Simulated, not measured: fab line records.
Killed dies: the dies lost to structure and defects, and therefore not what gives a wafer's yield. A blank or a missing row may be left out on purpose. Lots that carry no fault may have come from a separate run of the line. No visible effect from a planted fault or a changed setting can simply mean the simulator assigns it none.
What tool caused it? | flow gf180mcu | Sampling: 6 lots, 18 wafers, 3 of 602 route steps

== WHAT EACH GAUGE READ, for each wafer ==
GF_MVPSD_TW_MEAS_11.
lot  | measured     | on            | MVPSD_TW
L527 | day 5 19:33  | film metro-01 | 554 556 556
L529 | day 6 07:16  | film metro-03 | 559 559 562
L532 | day 7 00:16  | film metro-01 | 549 552 554
L535 | day 7 18:11  | film metro-04 | 758 757 758
L537 | day 8 05:43  | film metro-03 | 561 564 563
L547 | day 11 00:00 | film metro-01 | 555 556 552

== TOOL THAT RAN EACH LOT (tool first, then ch and the chambers of the sampled wafers, then the start) ==
lot  | GF_MVPSD_IMPLANT_09             | GF_MVPSD_STRIP_10
L527 | implanter-02 ch 0, day 5 19:18  | plasma asher-03 ch 0,1, day 5 19:27
L529 | implanter-01 ch 0, day 6 07:01  | plasma asher-03 ch 0,1, day 6 07:10
L532 | implanter-02 ch 0, day 7 00:01  | plasma asher-02 ch 0,1, day 7 00:10
L535 | implanter-02 ch 0, day 7 17:56  | plasma asher-02 ch 0,1, day 7 18:04
L537 | implanter-04 ch 0, day 8 05:28  | plasma asher-02 ch 0,1, day 8 05:37
L547 | implanter-01 ch 0, day 10 23:45 | plasma asher-04 ch 0,1, day 10 23:54
- GF_MVPSD_IMPLANT_09
- GF_MVPSD_STRIP_10: strips in O2/N2.

== THE ANSWER, worked out from the rows above alone ==
Rule: the lots themselves supply what counts as usual. The widest of any qualifying gaps counts: lots, ordered by their means at a reading, are off when they make up no more than a third of the lots, leave a main group of 4 or more, and stand apart from it by 3 or more times the standard deviation of that group's means. Not used: any main group whose means are identical at the precision the tables above print for the reading. Also off: a lot with no number at a reading for which 4 or more lots have one. Any other lot the step has rows for is counted as sound.
Off: at GF_MVPSD_TW_MEAS_11 (MVPSD_TW), L535. Main group: mean 557, sd 4.
If a tool, at a process step before that reading, ran all the lots that are off and no sound lot after the first of them, it fits. Gauges at GF_MVPSD_TW_MEAS_11: tried the same way as those tools. Can't be told from this: 2 tools fit, implanter-02 at GF_MVPSD_IMPLANT_09, film metro-04 at GF_MVPSD_TW_MEAS_11.

== WHAT HAD BEEN PUT IN BY THE SIMULATOR ==
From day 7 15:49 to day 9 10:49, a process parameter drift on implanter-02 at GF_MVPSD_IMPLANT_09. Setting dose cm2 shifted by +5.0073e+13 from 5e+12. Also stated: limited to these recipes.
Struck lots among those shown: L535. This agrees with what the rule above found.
